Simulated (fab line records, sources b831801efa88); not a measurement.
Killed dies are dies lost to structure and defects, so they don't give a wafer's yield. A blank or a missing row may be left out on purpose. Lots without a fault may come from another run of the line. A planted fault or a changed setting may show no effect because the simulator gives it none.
fab line records | flow sky130
record lots=6 wafers=18 last_day=50
route steps=708 shown DNWELL@41 PWDE@45 NWELL@56 PAD_OPEN@708
lots that met no fault: from a run of the same line without faults
start_h: hours from the record's first day to the start of the lot's first wafer shown | wait_h: hours since the lot's step before | " the same as in the row above | L1.1+2: a row that stands for several wafers | - no value, or no start given | * or withheld: withheld | < > ~ a bound
route shown NAME@n: a module of which the file shows steps, and the number in the route of the first | usual: mean/standard deviation of fault-free wafers | same: alike in all rows | chamber/n: place in a boat | sites: the reading at each site | _std_site: their standard deviation | _edge_site: outer sites' mean less inner sites' | radius_mm: how far each site lies from the wafer's centre | mask NAME#n: copy n | behind: the tool/chamber that last shaped the wafer | hold: why the lot was held/for how many hours/how that ended | device: the transistor (n, p or np) that didn't switch | end of line: the same wafers' tests at the end of the route | a step without rows: its recipe alone | killed: dies lost to structure and defects at the first sort, not the wafer's yield | map: a wafer's dies, x killed, . not, _ none there
set.NAME: the setting as run; set.NAME@STEP: as run at that earlier step | model.NAME: the simulator's own value behind a step, which no gauge read
lots at some steps of the route; a table a step, a row a wafer
services: from which hour (start_h, from the record's first day; less than 0 if before it) a tool's chamber was out of use, for how many hours, and why
## steps
# step SKY_DNWELL_DEVELOP_06
# recipe wall_angle_deg=90 developer=TMAH develop_time_s=60 dev_temp_c=23
# step SKY_DNWELL_IMPLANT_07
# recipe species=P energy_kev=withheld dose_cm2=withheld tilt_deg=withheld
# step SKY_DNWELL_STRIP_08
# recipe chemistry=O2/N2 power_w=1400 pressure_mtorr=1500 platen_temp_c=withheld o2_flow_sccm=3000 n2_flow_sccm=300 overash_fraction=0.5
# usual drypump_motor_current_A=5.3/0.46 o2_flow_sccm=3000/8 oes_product_au=0.723/0.0048 strip_time_to_endpoint_s=36.82/0.094
# same overash_fraction=0.5
# columns lot.wafer tool chamber start_h wait_h drypump_motor_current_A o2_flow_sccm oes_product_au rf_hours_counter_h strip_time_to_endpoint_s
L402.2 plasma_asher-03 1 74.69 0.1 5.4 3001 0.724 39 36.64
L402.4 " 1 " " 5.3 3005 0.729 - 36.81
L402.5 " 0 " " 5.5 2989 0.731 - 36.75
L403.3 plasma_asher-01 0 79.59 0.1 5.2 2997 0.732 - 36.80
L403.4 " 1 " " 4.8 2995 0.719 - 36.82
L403.6 " 1 " " 4.9 2996 0.714 - 36.86
L404.2 plasma_asher-02 0 85.39 0.1 5.0 3000 0.721 41 36.84
L404.5 " 0 " " 5.0 3013 0.720 - 36.83
L404.6 " 1 " " 6.1 2997 0.729 - 36.90
L415.2 plasma_asher-02 1 145.04 0.1 6.1 3010 0.721 47 36.91
L415.3 " 1 " " 6.1 2997 0.717 - 36.87
L415.5 " 1 " " 6.1 2997 0.721 - 36.96
L417.1 plasma_asher-01 0 156.64 0.1 5.2 2995 0.729 35 36.74
L417.2 " 1 " " 4.8 2991 0.723 35 36.85
L417.4 " 1 " " 4.9 2999 0.729 - 36.80
L418.3 plasma_asher-03 0 163.47 0.1 5.5 3011 0.730 - 36.69
L418.4 " 1 " " 5.3 2990 0.714 - 36.71
L418.6 " 0 " " 5.5 3008 0.723 - 36.74
# step SKY_DNWELL_TW_MEAS_09
# usual DNWELL_TW=1109/8
# columns lot.wafer tool chamber start_h wait_h DNWELL_TW
L402.2 film_metro-02 - 74.80 0.1 1106
L402.4 " - " " 1106
L402.5 " - " " 1108
L403.3 film_metro-02 - 79.68 0.1 1108
L403.4 " - " " 1114
L403.6 " - " " 1119
L404.2 film_metro-04 - 85.50 0.1 1118
L404.5 " - " " 1113
L404.6 " - " " 1120
L415.2 film_metro-02 - 145.15 0.1 1107
L415.3 " - " " 1115
L415.5 " - " " 1115
L417.1 film_metro-04 - 156.74 0.1 1114
L417.2 " - " " 1118
L417.4 " - " " 1117
L418.3 film_metro-04 - 163.56 0.1 1113
L418.4 " - " " 1108
L418.6 " - " " 1112
# step SKY_PWDE_DEHYDRATE_00
# recipe temp_c=200 time_s=60
# step SKY_PWDE_HMDS_01
# recipe prime_time_s=60 prime_temp_c=120
# step SKY_PWDE_COAT_02
# recipe spin_rpm=2000 resist_thk_nm=3000
# step SKY_PWDE_SOFTBAKE_03
# recipe temp_c=110 time_s=withheld
# step SKY_PWDE_EXPOSE_04
# recipe mask_id=PWDEM na=0.6 source_shape=conventional sigma_outer=0.6 polarization=unpolarized target_cd_nm=840 dose_mj=214
# step SKY_PWDE_PEB_05
# recipe temp_c=115 time_s=withheld
# step SKY_PWDE_DEVELOP_06
# recipe wall_angle_deg=90 developer=TMAH develop_time_s=60 dev_temp_c=23
# step SKY_PWDE_OVL_MEAS_07
# usual PWDE_OVL=1.9/1.5
# columns lot.wafer tool chamber start_h wait_h PWDE_OVL[nm]
L402.2 overlay-02 - 91.58 - 2.0
L402.4 " - " " 1.9
L402.5 " - " " 3.0
L403.3 overlay-01 - 96.84 - -0.6
L403.4 " - " " -1.5
L403.6 " - " " 0.3
L404.2 overlay-01 - 102.42 - 2.2
L404.5 " - " " 2.1
L404.6 " - " " 1.3
L415.2 overlay-02 - 164.83 - 1.6
L415.3 " - " " 2.7
L415.5 " - " " 3.3
L417.1 overlay-02 - 176.28 - 2.5
L417.2 " - " " 6.0
L417.4 " - " " 2.8
L418.3 overlay-02 - 183.50 - 4.3
L418.4 " - " " 3.3
L418.6 " - " " 3.4
# step SKY_PWDE_IMPLANT_08
# recipe species=B energy_kev=150 dose_cm2=3.6e+12 tilt_deg=withheld
# usual dose_ions_cm2=3.6e+12/4e+09 end_station_pressure_torr=5.01e-06/2.6e-07
# columns lot.wafer tool chamber start_h wait_h dose_ions_cm2 end_station_pressure_torr
L402.2 implanter-04 0 91.64 0.0 3.596e+12 5e-06
L402.4 " 0 " " 3.605e+12 5.19e-06
L402.5 " 0 " " 3.601e+12 5.21e-06
L403.3 implanter-01 0 96.91 0.1 3.601e+12 5.08e-06
L403.4 " 0 " " 3.6e+12 4.9e-06
L403.6 " 0 " " 3.598e+12 5.43e-06
L404.2 implanter-02 0 102.47 0.0 3.596e+12 4.7e-06
L404.5 " 0 " " 3.59e+12 5.03e-06
L404.6 " 0 " " 3.596e+12 5.37e-06
L415.2 implanter-01 0 164.89 0.0 3.505e+12 4.74e-06
L415.3 " 0 " " 3.502e+12 5.04e-06
L415.5 " 0 " " 3.497e+12 4.74e-06
L417.1 implanter-01 0 176.31 0.0 3.499e+12 5.04e-06
L417.2 " 0 " " 3.499e+12 4.74e-06
L417.4 " 0 " " 3.506e+12 4.96e-06
L418.3 implanter-04 0 183.58 0.1 3.601e+12 5.07e-06
L418.4 " 0 " " 3.602e+12 4.79e-06
L418.6 " 0 " " 3.607e+12 5.14e-06
# step SKY_PWDE_STRIP_09
# recipe chemistry=O2/N2 power_w=1400 pressure_mtorr=1500 platen_temp_c=withheld o2_flow_sccm=3000 n2_flow_sccm=300 overash_fraction=0.5
# usual drypump_motor_current_A=5.6/0.56 o2_flow_sccm=3001/8.7 oes_product_au=0.722/0.0042 strip_time_to_endpoint_s=36.86/0.12
# same overash_fraction=0.5
# columns lot.wafer tool chamber start_h wait_h drypump_motor_current_A o2_flow_sccm oes_product_au rf_hours_counter_h strip_time_to_endpoint_s
L402.2 plasma_asher-01 0 91.76 0.1 5.2 3016 0.728 27 36.61
L402.4 " 0 " " 5.2 3012 0.724 - 36.73
L402.5 " 0 " " 5.2 3010 0.730 - 36.81
L403.3 plasma_asher-03 0 97.05 0.1 5.5 2992 0.724 - 36.83
L403.4 " 1 " " 5.3 2989 0.721 - 36.74
L403.6 " 0 " " 5.5 3007 0.725 - 36.77
L404.2 plasma_asher-01 1 102.60 0.1 4.8 2999 0.728 28 36.91
L404.5 " 1 " " 4.8 3000 0.723 - 36.80
L404.6 " 0 " " 5.2 2996 0.719 - 36.92
L415.2 plasma_asher-01 1 165.01 0.1 4.8 3012 0.723 36 36.75
L415.3 " 1 " " 4.8 3009 0.722 - 36.71
L415.5 " 0 " " 5.2 2999 0.728 - 36.82
L417.1 plasma_asher-04 1 176.46 0.1 5.8 2996 0.712 5 36.78
L417.2 " 0 " " 6.6 3001 0.734 5 36.80
L417.4 " 0 " " 6.7 3003 0.726 - 36.69
L418.3 plasma_asher-04 0 183.71 0.1 6.6 3002 0.726 - 36.98
L418.4 " 1 " " 5.8 3003 0.726 - 37.01
L418.6 " 1 " " 5.8 3002 0.727 - 36.86
# step SKY_PWDE_TW_MEAS_10
# usual PWDE_TW=373/3
# columns lot.wafer tool chamber start_h wait_h PWDE_TW
L402.2 film_metro-04 - 91.87 0.1 376
L402.4 " - " " 376
L402.5 " - " " 376
L403.3 film_metro-04 - 97.13 0.1 377
L403.4 " - " " 376
L403.6 " - " " 376
L404.2 film_metro-04 - 102.71 0.1 377
L404.5 " - " " 378
L404.6 " - " " 378
L415.2 film_metro-04 - 165.12 0.1 369
L415.3 " - " " 369
L415.5 " - " " 371
L417.1 film_metro-04 - 176.56 0.1 370
L417.2 " - " " 370
L417.4 " - " " 369
L418.3 film_metro-02 - 183.80 0.1 372
L418.4 " - " " 370
L418.6 " - " " 372
# step SKY_NWELL_DEHYDRATE_03
# recipe temp_c=200 time_s=60
# step SKY_NWELL_HMDS_04
# recipe prime_time_s=60 prime_temp_c=120
# step SKY_NWELL_COAT_05
# recipe spin_rpm=2000 resist_thk_nm=3000
# step SKY_NWELL_SOFTBAKE_06
# recipe temp_c=110 time_s=withheld
# step SKY_NWELL_EXPOSE_07
# recipe mask_id=NWM na=0.6 source_shape=conventional sigma_outer=0.6 polarization=unpolarized target_cd_nm=840 dose_mj=255
# step SKY_NWELL_PEB_08
# recipe temp_c=115 time_s=withheld
# step SKY_NWELL_DEVELOP_09
# recipe wall_angle_deg=90 developer=TMAH develop_time_s=60 dev_temp_c=23
# step SKY_NWELL_OVL_MEAS_10
# usual NWELL_00_OVL=0.5/1.4
# columns lot.wafer tool chamber start_h wait_h NWELL_00_OVL[nm]
L402.2 overlay-02 - 109.58 - 1.4
L402.4 " - " " 0.7
L402.5 " - " " 1.6
L403.3 overlay-02 - 114.00 - 0.8
L403.4 " - " " 0.3
L403.6 " - " " 2.0
L404.2 overlay-01 - 121.39 - -1.7
L404.5 " - " " 0.3
L404.6 " - " " 1.0
L415.2 overlay-01 - 184.78 - -0.8
L415.3 " - " " -1.6
L415.5 " - " " 1.1
L417.1 overlay-01 - 196.53 - 0.8
L417.2 " - " " 0.4
L417.4 " - " " 2.0
L418.3 overlay-01 - 205.19 - 2.1
L418.4 " - " " 0.7
L418.6 " - " " 0.9
# step SKY_NWELL_IMPLANT_11
# recipe species=P energy_kev=392.1 dose_cm2=1.9e+13 tilt_deg=withheld
# step SKY_NWELL_IMPLANT_12
# recipe species=P energy_kev=120 dose_cm2=1.3e+12 tilt_deg=withheld
# step SKY_NWELL_IMPLANT_13
# recipe species=P energy_kev=50 dose_cm2=7e+11 tilt_deg=withheld
# step SKY_NWELL_STRIP_14
# recipe chemistry=O2/N2 power_w=1400 pressure_mtorr=1500 platen_temp_c=withheld o2_flow_sccm=3000 n2_flow_sccm=300 overash_fraction=0.5
# usual drypump_motor_current_A=5.5/0.61 o2_flow_sccm=3000/8.9 oes_product_au=0.722/0.0043 strip_time_to_endpoint_s=36.87/0.099
# same overash_fraction=0.5
# columns lot.wafer tool chamber start_h wait_h drypump_motor_current_A o2_flow_sccm oes_product_au rf_hours_counter_h strip_time_to_endpoint_s
L402.2 plasma_asher-02 0 110.06 0.1 5.0 3001 0.727 44 36.86
L402.4 " 1 " " 6.1 3008 0.727 - 36.71
L402.5 " 1 " " 6.1 2997 0.720 - 36.92
L403.3 plasma_asher-01 1 114.51 0.1 4.8 3001 0.728 - 36.81
L403.4 " 0 " " 5.2 2988 0.729 - 37.02
L403.6 " 0 " " 5.2 3006 0.735 - 37.04
L404.2 plasma_asher-02 0 121.87 0.1 5.0 3000 0.718 45 36.80
L404.5 " 1 " " 6.1 3006 0.716 - 36.72
L404.6 " 0 " " 4.9 3006 0.719 - 36.70
L415.2 plasma_asher-01 0 185.26 0.1 5.2 2999 0.728 37 36.93
L415.3 " 0 " " 5.2 2990 0.720 - 36.93
L415.5 " 1 " " 4.9 2990 0.722 - 36.94
L417.1 plasma_asher-02 0 197.01 0.1 5.0 3005 0.716 52 36.74
L417.2 " 1 " " 6.1 2997 0.720 52 36.81
L417.4 " 1 " " 6.1 3008 0.717 - 36.78
L418.3 plasma_asher-01 1 205.69 0.1 4.9 3004 0.720 - 36.97
L418.4 " 0 " " 5.2 2990 0.721 - 36.98
L418.6 " 1 " " 4.9 3013 0.725 - 36.90
# step SKY_NWELL_TW_MEAS_15
# usual NWELL_TW=1807/14
# columns lot.wafer tool chamber start_h wait_h NWELL_TW
L402.2 film_metro-04 - 110.17 0.1 1825
L402.4 " - " " 1819
L402.5 " - " " 1815
L403.3 film_metro-02 - 114.59 0.1 1804
L403.4 " - " " 1800
L403.6 " - " " 1803
L404.2 film_metro-03 - 121.98 0.1 1785
L404.5 " - " " 1791
L404.6 " - " " 1782
L415.2 film_metro-04 - 185.37 0.1 1812
L415.3 " - " " 1818
L415.5 " - " " 1807
L417.1 film_metro-04 - 197.11 0.1 1820
L417.2 " - " " 1835
L417.4 " - " " 1820
L418.3 film_metro-04 - 205.78 0.1 1828
L418.4 " - " " 1829
L418.6 " - " " 1815
# step SKY_NWELL_DEHYDRATE_16
# recipe temp_c=200 time_s=60
# step SKY_NWELL_HMDS_17
# recipe prime_time_s=60 prime_temp_c=120
# step SKY_NWELL_COAT_18
# recipe spin_rpm=2000 resist_thk_nm=3000
# step SKY_NWELL_SOFTBAKE_19
# recipe temp_c=110 time_s=withheld
# step SKY_NWELL_EXPOSE_20
# recipe mask_id=NWM_COMPLEMENT na=0.6 source_shape=conventional sigma_outer=0.6 polarization=unpolarized target_cd_nm=840 dose_mj=260
# step SKY_NWELL_PEB_21
# recipe temp_c=115 time_s=withheld
# step SKY_NWELL_DEVELOP_22
# recipe wall_angle_deg=90 developer=TMAH develop_time_s=60 dev_temp_c=23
# step SKY_NWELL_OVL_MEAS_23
# usual NWELL_01_OVL=0.8/1.2
# columns lot.wafer tool chamber start_h wait_h NWELL_01_OVL[nm]
L402.2 overlay-02 - 128.28 - -0.7
L402.4 " - " " 1.5
L402.5 " - " " 1.7
L403.3 overlay-02 - 132.94 - 3.8
L403.4 " - " " 4.0
L403.6 " - " " 4.5
L404.2 overlay-01 - 140.92 - 3.1
L404.5 " - " " 2.1
L404.6 " - " " 2.3
L415.2 overlay-01 - 206.43 - 1.7
L415.3 " - " " 0.2
L415.5 " - " " 1.2
L417.1 overlay-01 - 218.49 - 0.6
L417.2 " - " " -0.2
L417.4 " - " " 0.4
L418.3 overlay-02 - 227.52 - 1.2
L418.4 " - " " 0.3
L418.6 " - " " 0.6
# step SKY_NWELL_IMPLANT_24
# recipe species=B energy_kev=140 dose_cm2=9.2e+12 tilt_deg=withheld
# step SKY_NWELL_STRIP_25
# recipe chemistry=O2/N2 power_w=1400 pressure_mtorr=1500 platen_temp_c=withheld o2_flow_sccm=3000 n2_flow_sccm=300 overash_fraction=0.5
# usual drypump_motor_current_A=5.5/0.63 o2_flow_sccm=2999/9 oes_product_au=0.722/0.0047 strip_time_to_endpoint_s=36.88/0.098
# same overash_fraction=0.5
# columns lot.wafer tool chamber start_h wait_h drypump_motor_current_A o2_flow_sccm oes_product_au rf_hours_counter_h strip_time_to_endpoint_s
L402.2 plasma_asher-04 0 128.46 0.1 6.6 2993 0.729 0 36.79
L402.4 " 1 " " 5.8 3002 0.718 - 36.79
L402.5 " 1 " " 5.8 2994 0.722 - 36.74
L403.3 plasma_asher-01 1 133.15 0.1 4.8 3000 0.723 - 36.82
L403.4 " 0 " " 5.2 3000 0.719 - 36.98
L403.6 " 0 " " 5.2 2991 0.718 - 36.88
L404.2 plasma_asher-01 1 141.10 0.1 4.8 2983 0.720 33 36.94
L404.5 " 0 " " 5.3 2983 0.719 - 36.96
L404.6 " 1 " " 4.9 2999 0.727 - 37.02
L415.2 plasma_asher-02 0 206.61 0.1 4.9 3002 0.723 53 36.90
L415.3 " 0 " " 5.0 3007 0.726 - 36.88
L415.5 " 0 " " 5.0 2986 0.713 - 36.80
L417.1 plasma_asher-02 1 218.67 0.1 6.2 2993 0.734 54 37.03
L417.2 " 0 " " 5.0 3002 0.717 54 36.88
L417.4 " 1 " " 6.1 2995 0.721 - 36.90
L418.3 plasma_asher-01 1 227.73 0.1 4.9 3013 0.729 - 36.76
L418.4 " 0 " " 5.2 2974 0.727 - 36.83
L418.6 " 1 " " 4.8 3021 0.726 - 36.90
# step SKY_NWELL_TW_MEAS_26
# usual NWELL_2_TW=493/3.3
# columns lot.wafer tool chamber start_h wait_h NWELL_2_TW
L402.2 film_metro-04 - 128.57 0.1 496
L402.4 " - " " 500
L402.5 " - " " 498
L403.3 film_metro-03 - 133.23 0.1 489
L403.4 " - " " 486
L403.6 " - " " 485
L404.2 film_metro-04 - 141.21 0.1 495
L404.5 " - " " 498
L404.6 " - " " 500
L415.2 film_metro-02 - 206.72 0.1 493
L415.3 " - " " 492
L415.5 " - " " 493
L417.1 film_metro-04 - 218.77 0.1 494
L417.2 " - " " 491
L417.4 " - " " 495
L418.3 film_metro-03 - 227.82 0.1 489
L418.4 " - " " 487
L418.6 " - " " 489
# step SKY_NWELL_CLEAN_27
# recipe chemistry=SC1/SC2 mix=1:4:20 temp_c=70 time_s=153.6 dry=n2_spin
# step SKY_NWELL_RTA_28
# recipe temp_c=1050 time_s=30 idle_temp_c=650 ramp_up_c_per_s=150 ramp_down_c_per_s=90 ambient=N2
# usual lamp_power_pct=25.30/0.051 wafer_temp_C_max=1054.8/0.97
# columns lot.wafer tool chamber start_h wait_h lamp_power_pct wafer_temp_C_max
L402.2 rtp_anneal-02 0 128.69 0.0 25.42 1054.9
L402.4 " 0 " " 25.38 1053.9
L402.5 " 0 " " 25.34 1054.3
L403.3 rtp_anneal-01 0 133.36 0.0 25.29 1053.1
L403.4 " 0 " " 25.26 1056.3
L403.6 " 0 " " 25.26 1054.5
L404.2 rtp_anneal-01 0 141.32 0.0 25.30 1057.5
L404.5 " 0 " " 25.36 1055.4
L404.6 " 0 " " 25.19 1055.4
L415.2 rtp_anneal-02 0 206.84 0.0 25.26 1053.9
L415.3 " 0 " " 25.35 1054.1
L415.5 " 0 " " 25.26 1053.5
L417.1 rtp_anneal-02 0 218.88 0.0 25.27 1055.2
L417.2 " 0 " " 25.36 1054.8
L417.4 " 0 " " 25.26 1055.4
L418.3 rtp_anneal-02 0 227.95 0.0 25.29 1054.0
L418.4 " 0 " " 25.22 1055.6
L418.6 " 0 " " 25.19 1055.2
# step SKY_NWELL_RS_MEAS_29
# recipe thk_meas_gauge=four-point-probe
# usual NWELL_RS=628.1/1.6
# columns lot.wafer tool chamber start_h wait_h NWELL_RS[ohm/sq]
L402.2 film_metro-04 - 128.80 0.1 627.9
L402.4 " - " " 628.0
L402.5 " - " " 630.5
L403.3 film_metro-04 - 133.47 0.1 628.4
L403.4 " - " " 628.0
L403.6 " - " " 628.5
L404.2 film_metro-02 - 141.43 0.1 627.3
L404.5 " - " " 627.7
L404.6 " - " " 629.1
L415.2 film_metro-03 - 206.94 0.1 628.2
L415.3 " - " " 629.6
L415.5 " - " " 628.2
L417.1 film_metro-03 - 218.98 0.1 629.3
L417.2 " - " " 627.9
L417.4 " - " " 630.2
L418.3 film_metro-03 - 228.06 0.1 630.5
L418.4 " - " " 630.2
L418.6 " - " " 628.3
# step SKY_NWELL_RS_MEAS_31
# recipe thk_meas_gauge=four-point-probe
# usual PWDE_RS=5280/17
# columns lot.wafer tool chamber start_h wait_h PWDE_RS[ohm/sq]
L402.2 film_metro-04 - 129.04 0.1 5268
L402.4 " - " " 5243
L402.5 " - " " 5257
L403.3 film_metro-04 - 133.71 0.1 5298
L403.4 " - " " 5274
L403.6 " - " " 5284
L404.2 film_metro-02 - 141.67 0.1 5275
L404.5 " - " " 5267
L404.6 " - " " 5282
L415.2 film_metro-03 - 207.18 0.1 5391
L415.3 " - " " 5389
L415.5 " - " " 5404
L417.1 film_metro-03 - 219.22 0.1 5390
L417.2 " - " " 5380
L417.4 " - " " 5410
L418.3 film_metro-03 - 228.30 0.1 5286
L418.4 " - " " 5289
L418.6 " - " " 5278
# step SKY_PAD_OPEN_PROBE_99
# usual killed_at_M0_to_M3=42/5.8 killed_at_M4_up=3.0/2 killed_at_contacts=24/5.5 killed_at_front_end=15/3.9 killed_at_other=0.3/0.54 killed_dies=85/8.8 killed_open=47/6.8 killed_short=38/5.9
# same gross_dies=492 killed_at_back_side=0
# columns lot.wafer tool chamber start_h wait_h killed_at_M0_to_M3 killed_at_M4_up killed_at_contacts killed_at_front_end killed_at_other killed_dies killed_open killed_short model.etest.res_pwde_under_gate.rs_ohm_sq
L402.2 prober-01 - 1113.64 0.1 43 5 20 22 0 90 52 38 6177
L402.4 prober-01 - 1113.74 0.2 46 2 19 9 0 76 48 28 6109
L402.5 prober-01 - 1113.79 0.2 30 8 35 14 0 87 46 41 6121
L403.3 prober-02 - 1120.43 0.2 40 1 18 15 0 74 27 47 6277
L403.4 prober-02 - 1120.48 0.2 48 2 24 25 0 99 48 51 6238
L403.6 prober-02 - 1120.58 0.2 38 1 23 17 0 79 45 34 6263
L404.2 prober-01 - 1122.99 0.1 34 8 25 9 0 76 33 43 6158
L404.5 prober-01 - 1123.14 0.2 29 2 31 19 0 81 47 34 6200
L404.6 prober-01 - 1123.19 0.2 43 7 23 14 0 87 42 45 6202
L415.2 prober-01 - 1185.12 0.1 43 1 21 19 1 85 46 39 6383
L415.3 prober-01 - 1185.17 0.2 57 7 15 19 0 98 53 45 6356
L415.5 prober-01 - 1185.27 0.2 40 1 19 19 1 80 44 35 6347
L417.1 prober-02 - 1191.46 0.1 43 4 24 13 1 85 43 42 6391
L417.2 prober-02 - 1191.51 0.1 46 3 23 20 0 92 48 44 6391
L417.4 prober-02 - 1191.61 0.2 39 3 19 17 1 79 49 30 6433
L418.3 prober-01 - 1193.06 0.2 51 1 28 16 0 96 52 44 6168
L418.4 prober-01 - 1193.11 0.2 47 3 25 12 0 87 47 40 6117
L418.6 prober-01 - 1193.21 0.2 49 2 23 16 1 91 50 41 6117
# killed by level:class
L402.2 VIA1:geometric_particle:open=13 CONTACT:geometric_particle:open=10 FIELD_ISO:geometric_particle:short=7 VIA2:geometric_particle:open=6 METAL2:geometric_particle:short=6 VIA1:geometric_particle:short=5 METAL4:geometric_particle:short=4 FIELD_ISO:geometric_particle:open=3
L402.4 VIA1:geometric_particle:open=13 CONTACT:geometric_particle:open=11 VIA3:geometric_particle:open=7 VIA2:geometric_particle:open=6 METAL3:geometric_particle:short=5 LI_CONTACT:geometric_particle:open=4 METAL1:geometric_particle:short=4 METAL2:geometric_particle:short=3
L402.5 CONTACT:geometric_particle:open=17 LI_CONTACT:geometric_particle:open=7 METAL1:geometric_particle:short=6 VIA1:geometric_particle:open=6 METAL4:geometric_particle:short=6 CONTACT:geometric_particle:short=5 POLY_GATE:geometric_particle:short=4 SPACER:geometric_particle:short=4
L403.3 FIELD_ISO:geometric_particle:short=9 METAL2:geometric_particle:short=7 METAL1:geometric_particle:short=7 CONTACT:geometric_particle:short=5 VIA1:geometric_particle:open=5 VIA2:geometric_particle:short=5 LI_CONTACT:geometric_particle:open=4 CONTACT:geometric_particle:open=4
L403.4 VIA2:geometric_particle:open=9 VIA1:geometric_particle:open=8 VIA1:geometric_particle:short=7 POLY_GATE:geometric_particle:open=6 CONTACT:geometric_particle:open=6 CONTACT:geometric_particle:short=6 VIA3:geometric_particle:open=6 LOCAL_INTERCONNECT:geometric_particle:short=5
L403.6 VIA1:geometric_particle:open=9 VIA3:geometric_particle:open=8 FIELD_ISO:geometric_particle:open=6 LOCAL_INTERCONNECT:geometric_particle:short=6 CONTACT:geometric_particle:open=6 VIA1:geometric_particle:short=6 POLY_GATE:geometric_particle:open=5 CONTACT:geometric_particle:short=5
L404.2 CONTACT:geometric_particle:open=7 CONTACT:geometric_particle:short=7 METAL1:geometric_particle:short=6 METAL4:geometric_particle:short=6 FIELD_ISO:geometric_particle:open=5 LI_CONTACT:geometric_particle:open=4 LOCAL_INTERCONNECT:geometric_particle:short=4 METAL2:geometric_particle:short=4
L404.5 LI_CONTACT:geometric_particle:open=12 CONTACT:geometric_particle:open=10 VIA3:geometric_particle:open=9 FIELD_ISO:geometric_particle:open=7 METAL2:geometric_particle:short=7 POLY_GATE:geometric_particle:open=4 CONTACT:geometric_particle:short=4 FIELD_ISO:geometric_particle:short=3
L404.6 VIA1:geometric_particle:open=9 VIA2:geometric_particle:open=8 CONTACT:geometric_particle:open=6 LI_CONTACT:geometric_particle:open=6 METAL1:geometric_particle:short=6 METAL2:geometric_particle:short=6 VIA2:geometric_particle:short=5 METAL4:geometric_particle:short=5
L415.2 VIA2:geometric_particle:open=10 CONTACT:geometric_particle:open=8 VIA1:geometric_particle:short=6 VIA1:geometric_particle:open=6 METAL2:geometric_particle:short=6 VIA3:geometric_particle:open=6 POLY_GATE:geometric_particle:short=5 LI_CONTACT:geometric_particle:open=5
L415.3 VIA1:geometric_particle:open=17 METAL2:geometric_particle:short=8 METAL4:geometric_particle:short=7 CONTACT:geometric_particle:open=7 METAL1:geometric_particle:short=6 FIELD_ISO:geometric_particle:open=5 VIA3:geometric_particle:open=5 POLY_GATE:geometric_particle:short=4
L415.5 VIA1:geometric_particle:open=8 CONTACT:geometric_particle:open=7 VIA3:geometric_particle:open=7 FIELD_ISO:geometric_particle:open=6 LI_CONTACT:geometric_particle:open=6 METAL3:geometric_particle:short=5 VIA1:geometric_particle:short=4 METAL2:geometric_particle:short=4
L417.1 VIA2:geometric_particle:open=9 LI_CONTACT:geometric_particle:open=8 VIA1:geometric_particle:open=8 VIA3:geometric_particle:open=7 LOCAL_INTERCONNECT:geometric_particle:short=6 METAL1:geometric_particle:short=6 FIELD_ISO:geometric_particle:short=5 FIELD_ISO:geometric_particle:open=5
L417.2 CONTACT:geometric_particle:open=9 VIA1:geometric_particle:open=8 METAL1:geometric_particle:short=7 VIA2:geometric_particle:open=7 CONTACT:geometric_particle:short=6 VIA3:geometric_particle:open=6 VIA1:geometric_particle:short=5 FIELD_ISO:geometric_particle:open=4
L417.4 CONTACT:geometric_particle:open=8 VIA2:geometric_particle:open=8 VIA1:geometric_particle:open=8 VIA3:geometric_particle:open=8 VIA2:geometric_particle:short=6 FIELD_ISO:geometric_particle:open=5 FIELD_ISO:geometric_particle:short=4 POLY_GATE:geometric_particle:open=4
L418.3 CONTACT:geometric_particle:open=10 LI_CONTACT:geometric_particle:open=8 VIA1:geometric_particle:open=8 VIA2:geometric_particle:open=7 METAL1:geometric_particle:short=7 VIA1:geometric_particle:short=7 VIA3:geometric_particle:open=7 METAL2:geometric_particle:short=5
L418.4 CONTACT:geometric_particle:open=10 VIA3:geometric_particle:open=9 VIA1:geometric_particle:short=6 CONTACT:geometric_particle:short=6 VIA1:geometric_particle:open=6 METAL1:geometric_particle:short=5 METAL2:geometric_particle:short=5 VIA3:geometric_particle:short=5
L418.6 VIA2:geometric_particle:open=8 LI_CONTACT:geometric_particle:open=7 CONTACT:geometric_particle:open=7 METAL1:geometric_particle:short=6 VIA1:geometric_particle:short=6 VIA3:geometric_particle:open=6 VIA1:geometric_particle:open=5 VIA2:geometric_particle:short=5
## services
# columns tool chamber start_h hours kind
plasma_asher-03 - 87.69 2.8 pm
rtp_anneal-01 - 88.10 6.2 pm
implanter-01 - 101.34 0.6 repair
plasma_asher-04 - 108.75 9.0 pm
plasma_asher-04 0 108.75 16.9 vent_cycle
plasma_asher-04 1 108.75 16.9 vent_cycle
plasma_asher-04 - 112.37 13.3 repair
plasma_asher-02 - 112.78 5.2 repair
plasma_asher-04 0 117.75 - clean
plasma_asher-04 1 117.75 - clean
implanter-04 - 142.60 3.8 pm
implanter-04 - 164.35 8.1 repair
rtp_anneal-01 - 173.11 46.5 pm
implanter-02 - 181.98 3.7 pm
implanter-04 - 208.63 0.6 repair
## key
first_sign step=SKY_PWDE_IMPLANT_08 reading=dose_ions_cm2 direction=down sigmas=25 usual=* struck=*
effect step=SKY_NWELL_RS_MEAS_31 reading=PWDE_RS direction=up sigmas=6.6 usual=5280 struck=5394
model_effect step=SKY_PAD_OPEN_PROBE_99 value=etest.res_pwde_under_gate.rs_ohm_sq without=6221 struck=6383
met_at SKY_PWDE_IMPLANT_08
struck_wafers L415.2,L415.3,L415.5,L417.1,L417.2,L417.4
tester_left_out L415,L417
onset_between 96.91 164.89
fault kind=process_parameter_drift tool=implanter-01 chamber=- onset_h=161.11 steps=SKY_PWDE_IMPLANT_08 channel=dose_cm2 offset=* shape=step end_h=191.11 acts_in=* stated=*
# tester_left_out: of these lots the tester's yield and bins aren't shown, on N5 and GAA mostly nor the transistor test; their killed dies are dies lost to structure and defects alone, not to doping, threshold or leakage, so they don't give the yield
